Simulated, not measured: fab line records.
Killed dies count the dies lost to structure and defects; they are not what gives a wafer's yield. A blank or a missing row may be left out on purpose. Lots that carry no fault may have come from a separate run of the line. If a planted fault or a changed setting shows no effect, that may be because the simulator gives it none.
Chamber matching + flow gf180mcu + 4 sister chambers for GF_V4_ETCH_17 on rie diel-02
The step etches SiO2 in C4F8/O2/Ar, stops on TiN, target depth 630 nm. 14 wafers are shown with their chamber, then 6 later ones without.

## WAFERS, EACH WITH ITS CHAMBER
| wafer  | chamber | rf fwd power W (W) | oes product au (a.u.) | bias w (W) |
|--------|---------|--------------------|-----------------------|------------|
| L559.2 | 3       | 1489               | 0.851                 | 1202       |
| L559.3 | 0       | 1498               | 0.854                 | 1203       |
| L559.5 | 3       | 1496               | 0.863                 | 1203       |
| L562.1 | 2       | 1492               | 0.858                 | 1193       |
| L562.2 | 0       | 1504               | 0.855                 | 1198       |
| L562.6 | 0       | 1498               | 0.850                 | 1200       |
| L565.1 | 1       | 1494               | 0.853                 | 1199       |
| L565.2 | 3       | 1491               | 0.861                 | 1199       |
| L565.6 | 0       | 1500               | 0.851                 | 1201       |
| L568.3 | 0       | 1494               | 0.858                 | 1199       |
| L568.5 | 0       | 1491               | 0.852                 | 1202       |
| L568.6 | 1       | 1499               | 0.857                 | 1198       |
| L570.3 | 2       | 1482               | 0.849                 | 1205       |
| L570.5 | 0       | 1497               | 0.846                 | 1199       |

SIGNATURES (means of the wafers above)
| reading        | chamber 0 | chamber 1 | chamber 2 | chamber 3 | scatter within a chamber |
|----------------|-----------|-----------|-----------|-----------|--------------------------|
| rf fwd power W | 1497.43   | 1496.50   | 1487.00   | 1492.00   | 4.38                     |
| oes product au | 0.85229   | 0.85500   | 0.85350   | 0.85833   | 0.0047                   |
| bias w         | 1200.29   | 1198.50   | 1199.00   | 1201.33   | 3.17                     |
Rule: a wafer's distance from a chamber is the root of the sum, over the readings, of the square of ((its reading less the chamber's mean) divided by the reading's scatter). If the next closest chamber is less than 2 further off than the closest, the wafer can't be placed; otherwise it belongs to the closest. The scatter: take each reading less its chamber's mean, square it, sum over the shown wafers, divide by the number of wafers less the number of chambers, and take the root.

## WAFERS MISSING THEIR CHAMBER
| wafer  | rf fwd power W (W) | oes product au (a.u.) | bias w (W) |
|--------|--------------------|-----------------------|------------|
| L570.6 | 1495               | 0.853                 | 1206       |
| L574.1 | 1497               | 0.853                 | 1207       |
| L574.2 | 1490               | 0.854                 | 1201       |
| L574.4 | 1490               | 0.858                 | 1195       |
| L577.4 | 1504               | 0.858                 | 1199       |
| L577.6 | 1500               | 0.858                 | 1205       |

## WHICH CHAMBER EACH WENT THROUGH
| wafer  | from the rows above               | in truth |
|--------|-----------------------------------|----------|
| L570.6 | can't be placed: 0 or 3 or 1 or 2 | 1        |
| L574.1 | can't be placed: 0 or 3 or 1 or 2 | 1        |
| L574.2 | can't be placed: 2 or 3 or 1 or 0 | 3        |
| L574.4 | can't be placed: 2 or 1 or 3 or 0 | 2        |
| L577.4 | can't be placed: 1 or 0 or 3      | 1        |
| L577.6 | can't be placed: 0 or 3 or 1 or 2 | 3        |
Placed correctly: 0 of 6. From these rows, 6 cannot be placed; in 6 the true chamber is one of the candidates. Wrongly placed: 0.
